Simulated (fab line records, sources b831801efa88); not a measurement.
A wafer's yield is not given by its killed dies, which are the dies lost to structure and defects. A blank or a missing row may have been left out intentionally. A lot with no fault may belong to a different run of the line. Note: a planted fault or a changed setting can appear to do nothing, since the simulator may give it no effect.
fab line records -- flow sky130
record: lots: 13, wafers: 39, last-day: 50
route steps=708 shown FIELD_ISO@3 SONOS_TUNNEL@163 POLY_GATE@205
lots untouched by any fault: they come from a run of this same line in which no faults occurred
start-h: the number of hours between the record's first day and the start of the first shown wafer of the lot -- wait-h: hours since the lot's step before -- " as in the row above -- L1.1+2: a single row standing in for several wafers -- - either no value or no given start -- * or withheld: withheld -- < > ~ a bound
route shown NAME@n: names a module that has steps shown in the file, with the first one's number in the route -- usual: mean/standard deviation of fault-free wafers -- same: alike in all rows -- chamber/n: place in a boat -- sites: readings site by site -- _std_site: their standard deviation -- _edge_site: the outer-site mean with the inner-site mean subtracted -- radius-mm: for every site, how far away it sits from the centre of the wafer -- mask NAME#n: copy n -- behind: tool/chamber where the wafer was last shaped -- hold: what put the lot on hold/how long, in hours/how the hold closed -- device: transistor that didn't switch, given as n, p or np -- end of line: tests of these same wafers at the route's end -- a step without rows: its recipe alone -- killed: at the first sort, the dies lost to defects and structure; wafer yield is something else -- map: a wafer's dies, x killed, . not, _ none there
set.NAME: the run value of the setting; set.NAME@STEP: its run value at that earlier step -- model.NAME: the simulator's own value behind a step, which no gauge read
one table for each step of the route and one row for each wafer, over a sample of lots
services: from which hour (start-h, from the record's first day; less than 0 if before it) a tool's chamber was out of use, for how many hours, and why
== steps ==
step: SKY_FIELD_ISO_THK_MEAS_02
recipe: reads: SiO2_of_FIELD_ISO_OXIDATION_01
usual: FIELD_ISO_OXIDATION_00_THK: 11.91/0.26
lot.wafer,tool,chamber,start-h,wait-h,FIELD_ISO_OXIDATION_00_THK[nm]
L971.1,film-metro-04,-,14.19,0.0,11.40
L971.4,film-metro-04,-,14.19,0.0,11.33
L971.6,film-metro-04,-,14.19,0.0,11.56
L972.2,film-metro-04,-,17.07,0.0,11.57
L972.4,film-metro-04,-,17.07,0.0,11.66
L972.5,film-metro-04,-,17.07,0.0,11.31
L974.2,film-metro-02,-,27.67,0.0,11.91
L974.3,film-metro-02,-,27.67,0.0,11.88
L974.5,film-metro-02,-,27.67,0.0,12.01
L976.1,film-metro-02,-,40.32,0.0,11.48
L976.2,film-metro-02,-,40.32,0.0,11.67
L976.6,film-metro-02,-,40.32,0.0,11.85
L977.2,film-metro-04,-,48.87,0.0,12.44
L977.3,film-metro-04,-,48.87,0.0,12.33
L977.5,film-metro-04,-,48.87,0.0,12.27
L979.1,film-metro-04,-,52.05,0.0,11.93
L979.3,film-metro-04,-,52.05,0.0,12.01
L979.6,film-metro-04,-,52.05,0.0,12.09
L980.1,film-metro-02,-,57.84,0.0,11.91
L980.2,film-metro-02,-,57.84,0.0,11.96
L980.4,film-metro-02,-,57.84,0.0,11.85
L982.2,film-metro-02,-,66.64,0.0,11.74
L982.4,film-metro-02,-,66.64,0.0,11.87
L982.6,film-metro-02,-,66.64,0.0,11.73
L987.2,film-metro-02,-,93.94,0.0,11.74
L987.3,film-metro-02,-,93.94,0.0,11.70
L987.5,film-metro-02,-,93.94,0.0,11.94
L988.3,film-metro-01,-,97.53,0.0,11.98
L988.4,film-metro-01,-,97.53,0.0,11.86
L988.6,film-metro-01,-,97.53,0.0,11.73
L991.2,film-metro-02,-,111.64,0.0,12.19
L991.3,film-metro-02,-,111.64,0.0,12.17
L991.6,film-metro-02,-,111.64,0.0,12.34
L993.2,film-metro-04,-,121.85,0.0,12.07
L993.4,film-metro-04,-,121.85,0.0,12.04
L993.6,film-metro-04,-,121.85,0.0,12.13
L994.3,film-metro-02,-,127.29,0.0,11.70
L994.5,film-metro-02,-,127.29,0.0,11.47
L994.6,film-metro-02,-,127.29,0.0,11.35
step: SKY_FIELD_ISO_ETCH_17
recipe: target-depth-a: 3420, mask-material: Si3N4, chemistry: HBr/Cl2/O2, target: Si, taper-deg: 5, icp-w: 600, bias-w: 150, pressure-mtorr: 15, HBr_flow_sccm: 150, Cl2_flow_sccm: 40, O2_flow_sccm: 6, time-s: 97.7
usual: drypump-motor-current-A: 5.9/0.33, oes-product-au: 0.996/0.0093, throttle-valve-pct: 25.659/0.0097
lot.wafer,tool,chamber,start-h,wait-h,drypump-motor-current-A,oes-product-au,rf-hours-counter-h,throttle-valve-pct
L971.1,rie-si-02,2,30.73,0.1,6.3,1.003,123,25.649
L971.4,rie-si-02,1,30.73,0.1,6.2,0.981,2,25.668
L971.6,rie-si-02,2,30.73,0.1,6.3,1.014,-,25.665
L972.2,rie-si-01,1,34.23,0.1,5.9,0.996,55,25.671
L972.4,rie-si-01,0,34.23,0.1,5.1,0.996,0,25.653
L972.5,rie-si-01,2,34.23,0.1,5.7,0.989,-,25.663
L974.2,rie-si-02,1,44.33,0.1,6.2,0.994,2,25.661
L974.3,rie-si-02,3,44.33,0.1,5.8,1.002,69,25.667
L974.5,rie-si-02,1,44.33,0.1,6.2,0.995,-,25.669
L976.1,rie-si-01,3,57.50,0.1,5.9,0.998,109,25.645
L976.2,rie-si-01,0,57.50,0.1,5.1,0.999,1,25.667
L976.6,rie-si-01,3,57.50,0.1,5.9,0.989,-,25.657
L977.2,rie-si-02,3,67.00,0.1,5.8,0.997,69,25.661
L977.3,rie-si-02,2,67.00,0.1,6.3,0.992,123,25.648
L977.5,rie-si-02,3,67.00,0.1,5.8,1.013,-,25.645
L979.1,rie-si-01,1,71.45,0.1,5.9,0.997,55,25.658
L979.3,rie-si-01,2,71.45,0.1,5.8,1.000,2,25.683
L979.6,rie-si-01,1,71.45,0.1,5.9,0.993,-,25.667
L980.1,rie-si-02,1,76.55,0.1,6.2,1.003,2,25.669
L980.2,rie-si-02,0,76.55,0.1,5.7,1.010,53,25.652
L980.4,rie-si-02,2,76.55,0.1,6.3,1.001,123,25.642
L982.2,rie-si-01,3,85.23,0.1,6.0,0.991,109,25.676
L982.4,rie-si-01,2,85.23,0.1,5.7,0.994,-,25.658
L982.6,rie-si-01,0,85.23,0.1,5.1,0.985,-,25.668
L987.2,rie-si-02,0,113.71,0.1,5.7,1.023,54,25.648
L987.3,rie-si-02,3,113.71,0.1,5.8,0.994,70,25.661
L987.5,rie-si-02,3,113.71,0.1,5.8,0.998,-,25.658
L988.3,rie-si-01,1,118.53,0.0,5.9,0.999,55,25.659
L988.4,rie-si-01,2,118.53,0.0,5.8,0.986,-,25.679
L988.6,rie-si-01,3,118.53,0.0,6.0,0.986,-,25.673
L991.2,rie-si-01,0,134.23,0.1,5.1,1.004,1,25.647
L991.3,rie-si-01,1,134.23,0.1,5.9,0.994,55,25.657
L991.6,rie-si-01,2,134.23,0.1,5.8,0.994,-,25.683
L993.2,rie-si-02,2,142.78,0.1,6.3,1.004,124,25.658
L993.4,rie-si-02,1,142.78,0.1,6.2,0.987,3,25.663
L993.6,rie-si-02,0,142.78,0.1,5.7,1.001,-,25.645
L994.3,rie-si-02,2,151.60,0.0,6.3,1.010,124,25.657
L994.5,rie-si-02,2,151.60,0.0,6.3,0.999,-,25.654
L994.6,rie-si-02,3,151.60,0.0,5.8,1.006,-,25.660
step: SKY_SONOS_TUNNEL_IMPLANT_09
recipe: species: B, energy-kev: 20, dose-cm2: 1e+12, tilt-deg: withheld
usual: faraday-current-uA: 5.65/0.12
same: implant-ion-amu: 11
lot.wafer,tool,chamber,start-h,wait-h,faraday-current-uA
L971.1,implanter-01,0,263.03,0.0,5.46
L971.4,implanter-01,0,263.03,0.0,5.53
L971.6,implanter-01,0,263.03,0.0,5.79
L972.2,implanter-02,0,265.09,0.0,5.74
L972.4,implanter-02,0,265.09,0.0,5.73
L972.5,implanter-02,0,265.09,0.0,5.64
L974.2,implanter-01,0,275.61,0.0,5.66
L974.3,implanter-01,0,275.61,0.0,5.81
L974.5,implanter-01,0,275.61,0.0,5.50
L976.1,implanter-02,0,289.60,0.1,5.51
L976.2,implanter-02,0,289.60,0.1,5.74
L976.6,implanter-02,0,289.60,0.1,5.57
L977.2,implanter-02,0,308.62,3.8,5.58
L977.3,implanter-02,0,308.62,3.8,5.61
L977.5,implanter-02,0,308.62,3.8,5.58
L979.1,implanter-01,0,314.61,0.1,5.64
L979.3,implanter-01,0,314.61,0.1,5.53
L979.6,implanter-01,0,314.61,0.1,5.72
L980.1,implanter-01,0,325.05,0.0,5.67
L980.2,implanter-01,0,325.05,0.0,5.69
L980.4,implanter-01,0,325.05,0.0,5.57
L982.2,implanter-01,0,340.41,0.0,5.57
L982.4,implanter-01,0,340.41,0.0,5.81
L982.6,implanter-01,0,340.41,0.0,5.82
L987.2,implanter-02,0,379.71,0.0,5.73
L987.3,implanter-02,0,379.71,0.0,5.61
L987.5,implanter-02,0,379.71,0.0,5.78
L988.3,implanter-02,0,384.35,0.1,5.72
L988.4,implanter-02,0,384.35,0.1,5.79
L988.6,implanter-02,0,384.35,0.1,5.64
L991.2,implanter-01,0,408.19,0.0,5.65
L991.3,implanter-01,0,408.19,0.0,5.52
L991.6,implanter-01,0,408.19,0.0,5.56
L993.2,implanter-01,0,427.77,0.0,5.57
L993.4,implanter-01,0,427.77,0.0,5.61
L993.6,implanter-01,0,427.77,0.0,5.67
L994.3,implanter-02,0,437.45,0.1,5.79
L994.5,implanter-02,0,437.45,0.1,5.58
L994.6,implanter-02,0,437.45,0.1,5.44
step: SKY_SONOS_TUNNEL_TW_MEAS_12
usual: SONOS_TUNNEL_TW: 197.2/1.7
lot.wafer,tool,chamber,start-h,wait-h,SONOS_TUNNEL_TW
L971.1,film-metro-02,-,263.46,0.0,194.5
L971.4,film-metro-02,-,263.46,0.0,195.8
L971.6,film-metro-02,-,263.46,0.0,195.7
L972.2,film-metro-03,-,265.49,0.0,195.8
L972.4,film-metro-03,-,265.49,0.0,196.3
L972.5,film-metro-03,-,265.49,0.0,196.4
L974.2,film-metro-02,-,276.04,0.0,196.2
L974.3,film-metro-02,-,276.04,0.0,197.3
L974.5,film-metro-02,-,276.04,0.0,197.5
L976.1,film-metro-03,-,290.03,0.0,196.6
L976.2,film-metro-03,-,290.03,0.0,198.1
L976.6,film-metro-03,-,290.03,0.0,197.5
L977.2,film-metro-04,-,309.02,0.0,199.7
L977.3,film-metro-04,-,309.02,0.0,199.6
L977.5,film-metro-04,-,309.02,0.0,199.4
L979.1,film-metro-04,-,315.04,0.0,200.5
L979.3,film-metro-04,-,315.04,0.0,199.3
L979.6,film-metro-04,-,315.04,0.0,199.3
L980.1,film-metro-04,-,325.46,0.0,182.7
L980.2,film-metro-04,-,325.46,0.0,182.5
L980.4,film-metro-04,-,325.46,0.0,184.0
L982.2,film-metro-03,-,340.81,0.0,180.2
L982.4,film-metro-03,-,340.81,0.0,180.7
L982.6,film-metro-03,-,340.81,0.0,180.2
L987.2,film-metro-03,-,380.12,0.0,195.9
L987.3,film-metro-03,-,380.12,0.0,195.9
L987.5,film-metro-03,-,380.12,0.0,195.7
L988.3,film-metro-02,-,384.75,0.0,195.3
L988.4,film-metro-02,-,384.75,0.0,193.9
L988.6,film-metro-02,-,384.75,0.0,195.0
L991.2,film-metro-02,-,408.67,0.0,194.8
L991.3,film-metro-02,-,408.67,0.0,195.6
L991.6,film-metro-02,-,408.67,0.0,196.8
L993.2,film-metro-02,-,428.21,0.0,196.6
L993.4,film-metro-02,-,428.21,0.0,196.6
L993.6,film-metro-02,-,428.21,0.0,195.0
L994.3,film-metro-03,-,437.85,0.0,196.2
L994.5,film-metro-03,-,437.85,0.0,195.7
L994.6,film-metro-03,-,437.85,0.0,196.5
step: SKY_POLY_GATE_THK_MEAS_01
recipe: reads: poly-Si_of_POLY_GATE_CVD_00
usual: POLY_GATE_CVD_00_THK: 180.6/1.7
lot.wafer,tool,chamber,start-h,wait-h,POLY_GATE_CVD_00_THK[nm]
L971.1,film-metro-03,-,331.11,0.0,179.2
L971.4,film-metro-03,-,331.11,0.0,179.1
L971.6,film-metro-03,-,331.11,0.0,178.2
L972.2,film-metro-02,-,331.12,0.0,180.0
L972.4,film-metro-02,-,331.12,0.0,180.8
L972.5,film-metro-02,-,331.12,0.0,179.9
L974.2,film-metro-01,-,349.26,0.0,183.8
L974.3,film-metro-01,-,349.26,0.0,183.6
L974.5,film-metro-01,-,349.26,0.0,184.1
L976.1,film-metro-03,-,354.88,0.0,178.8
L976.2,film-metro-03,-,354.88,0.0,178.7
L976.6,film-metro-03,-,354.88,0.0,177.6
L977.2,film-metro-02,-,376.10,0.0,183.1
L977.3,film-metro-02,-,376.10,0.0,180.6
L977.5,film-metro-02,-,376.10,0.0,181.9
L979.1,film-metro-02,-,382.10,0.0,178.4
L979.3,film-metro-02,-,382.10,0.0,179.2
L979.6,film-metro-02,-,382.10,0.0,178.4
L980.1,film-metro-02,-,396.24,0.0,180.2
L980.2,film-metro-02,-,396.24,0.0,180.9
L980.4,film-metro-02,-,396.24,0.0,180.5
L982.2,film-metro-02,-,411.25,0.0,180.8
L982.4,film-metro-02,-,411.25,0.0,181.2
L982.6,film-metro-02,-,411.25,0.0,181.1
L987.2,film-metro-03,-,455.03,0.0,180.6
L987.3,film-metro-03,-,455.03,0.0,180.7
L987.5,film-metro-03,-,455.03,0.0,181.3
L988.3,film-metro-02,-,455.04,0.0,179.6
L988.4,film-metro-02,-,455.04,0.0,180.1
L988.6,film-metro-02,-,455.04,0.0,181.4
L991.2,film-metro-02,-,480.30,0.0,180.3
L991.3,film-metro-02,-,480.30,0.0,180.0
L991.6,film-metro-02,-,480.30,0.0,178.8
L993.2,film-metro-02,-,502.35,0.0,179.3
L993.4,film-metro-02,-,502.35,0.0,178.5
L993.6,film-metro-02,-,502.35,0.0,179.5
L994.3,film-metro-01,-,508.85,0.0,182.1
L994.5,film-metro-01,-,508.85,0.0,180.7
L994.6,film-metro-01,-,508.85,0.0,182.2
== services ==
tool,chamber,start-h,hours,kind
rie-si-01,0,17.46,2.3,repair
rie-si-01,3,18.26,12.0,repair
implanter-01,-,49.81,76.6,repair
implanter-02,-,68.30,3.8,repair
rie-si-01,1,81.12,4.6,repair
rie-si-02,3,82.99,19.6,repair
rie-si-01,2,112.40,4.1,repair
implanter-01,-,116.56,1.3,repair
rie-si-01,0,117.82,12.2,repair
rie-si-02,-,133.44,2.8,pm
implanter-01,-,193.86,1.0,repair
rie-si-02,1,201.58,7.3,repair
implanter-02,-,202.93,4.7,repair
implanter-01,-,206.58,1.4,repair
rie-si-01,3,210.42,1.0,repair
rie-si-02,3,211.28,3.0,repair
rie-si-02,2,241.44,7.0,repair
implanter-01,-,256.46,1.9,repair
implanter-02,-,258.40,2.5,pm
implanter-02,-,273.36,0.7,repair
rie-si-01,3,295.11,6.8,repair
implanter-01,-,303.45,5.6,repair
rie-si-02,-,341.55,14.6,pm
implanter-01,-,352.50,4.6,pm
== key ==
first-sign: step: SKY_SONOS_TUNNEL_TW_MEAS_12, reading: SONOS_TUNNEL_TW, direction: down, sigmas: 9.3, usual: 197.2, struck: 181.7
effect none on later readings
met-at SKY_SONOS_TUNNEL_IMPLANT_09
struck-lots L980,L982
rows-end L982.2,L982.4,L982.6
tester-left-out L980
not-acting-at SKY_FIELD_ISO_THK_MEAS_02,SKY_FIELD_ISO_ETCH_17,SKY_POLY_GATE_THK_MEAS_01
onset-between 314.61 325.05
fault: kind: process-parameter-drift, tool: implanter-01, chamber: -, onset-h: 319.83, steps: SKY_SONOS_TUNNEL_IMPLANT_09, channel: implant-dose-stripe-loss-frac, offset: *, shape: step, end-h: 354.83
tester-left-out: of these lots the tester's yield and bins aren't shown, on N5 and GAA mostly nor the transistor test; their killed dies are dies lost to structure and defects alone, not to doping, threshold or leakage, so they don't give the yield
rows-end: these wafers met a further fault down the route, and their rows from its step on are left out
